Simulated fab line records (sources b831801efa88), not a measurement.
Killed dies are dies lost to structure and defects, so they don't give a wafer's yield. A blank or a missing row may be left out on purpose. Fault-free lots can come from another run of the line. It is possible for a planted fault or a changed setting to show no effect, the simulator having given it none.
Matching of chambers / flow sky130 / 4 sister chambers for SKY_LI_CONTACT_ETCH_15 on rie_diel-02
The step etches PSG in C4F8/O2/Ar, stops on Si, target depth 600 nm. 14 wafers are shown with their chamber, then 7 later ones without.

WAFERS WITH THEIR CHAMBER
wafer=L075.2; chamber=1; oes_product_au (a.u.)=0.834; chamber_pressure_mTorr (mTorr)=39.99
wafer=L075.3; chamber=0; oes_product_au (a.u.)=0.839; chamber_pressure_mTorr (mTorr)=40.03
wafer=L075.4; chamber=3; oes_product_au (a.u.)=0.831; chamber_pressure_mTorr (mTorr)=40.04
wafer=L077.3; chamber=2; oes_product_au (a.u.)=0.834; chamber_pressure_mTorr (mTorr)=39.96
wafer=L077.4; chamber=3; oes_product_au (a.u.)=0.832; chamber_pressure_mTorr (mTorr)=40.05
wafer=L077.6; chamber=3; oes_product_au (a.u.)=0.841; chamber_pressure_mTorr (mTorr)=40.00
wafer=L078.4; chamber=1; oes_product_au (a.u.)=0.836; chamber_pressure_mTorr (mTorr)=40.00
wafer=L078.5; chamber=1; oes_product_au (a.u.)=0.839; chamber_pressure_mTorr (mTorr)=39.98
wafer=L078.6; chamber=0; oes_product_au (a.u.)=0.837; chamber_pressure_mTorr (mTorr)=40.04
wafer=L081.1; chamber=0; oes_product_au (a.u.)=0.840; chamber_pressure_mTorr (mTorr)=39.93
wafer=L081.2; chamber=3; oes_product_au (a.u.)=0.840; chamber_pressure_mTorr (mTorr)=40.00
wafer=L081.6; chamber=3; oes_product_au (a.u.)=0.837; chamber_pressure_mTorr (mTorr)=39.95
wafer=L083.1; chamber=0; oes_product_au (a.u.)=0.842; chamber_pressure_mTorr (mTorr)=40.01
wafer=L083.5; chamber=0; oes_product_au (a.u.)=0.842; chamber_pressure_mTorr (mTorr)=39.99

SIGNATURES (means of the wafers above)
reading=oes_product_au; chamber 0=0.84000; chamber 1=0.83633; chamber 2=0.83400; chamber 3=0.83620; scatter within a chamber=0.00337
reading=chamber_pressure_mTorr; chamber 0=40.0000; chamber 1=39.9900; chamber 2=39.9600; chamber 3=40.0080; scatter within a chamber=0.0375
Rule: for each reading, subtract the chamber's mean from the wafer's reading, divide by that reading's scatter and square the result; add these up over the readings and take the root, which gives the wafer's distance from the chamber. The wafer belongs to the nearest chamber; if the next one is less than 2 further off, it can't be placed. The scatter: the root of (the sum of the squares of (reading less its chamber's mean) over the shown wafers, divided by (wafers less chambers)).

WAFERS MISSING THEIR CHAMBER
wafer=L083.6; oes_product_au (a.u.)=0.843; chamber_pressure_mTorr (mTorr)=39.94
wafer=L085.1; oes_product_au (a.u.)=0.842; chamber_pressure_mTorr (mTorr)=39.98
wafer=L085.3; oes_product_au (a.u.)=0.841; chamber_pressure_mTorr (mTorr)=39.99
wafer=L085.4; oes_product_au (a.u.)=0.836; chamber_pressure_mTorr (mTorr)=39.99
wafer=L088.1; oes_product_au (a.u.)=0.837; chamber_pressure_mTorr (mTorr)=40.04
wafer=L088.2; oes_product_au (a.u.)=0.839; chamber_pressure_mTorr (mTorr)=40.02
wafer=L088.5; oes_product_au (a.u.)=0.842; chamber_pressure_mTorr (mTorr)=40.04

CHAMBER TAKEN BY EACH
wafer=L083.6; from the rows above=can't be placed: 0 or 1 or 3 or 2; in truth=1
wafer=L085.1; from the rows above=can't be placed: 0 or 1 or 3 or 2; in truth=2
wafer=L085.3; from the rows above=can't be placed: 0 or 1 or 3 or 2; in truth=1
wafer=L085.4; from the rows above=can't be placed: 1 or 3 or 2 or 0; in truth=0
wafer=L088.1; from the rows above=can't be placed: 3 or 1 or 0 or 2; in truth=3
wafer=L088.2; from the rows above=can't be placed: 0 or 3 or 1 or 2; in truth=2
wafer=L088.5; from the rows above=can't be placed: 0 or 3 or 1 or 2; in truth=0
0 of 7 placed correctly. From these rows, 7 cannot be placed; in 7 the true chamber is one of the candidates. Wrongly placed: 0.
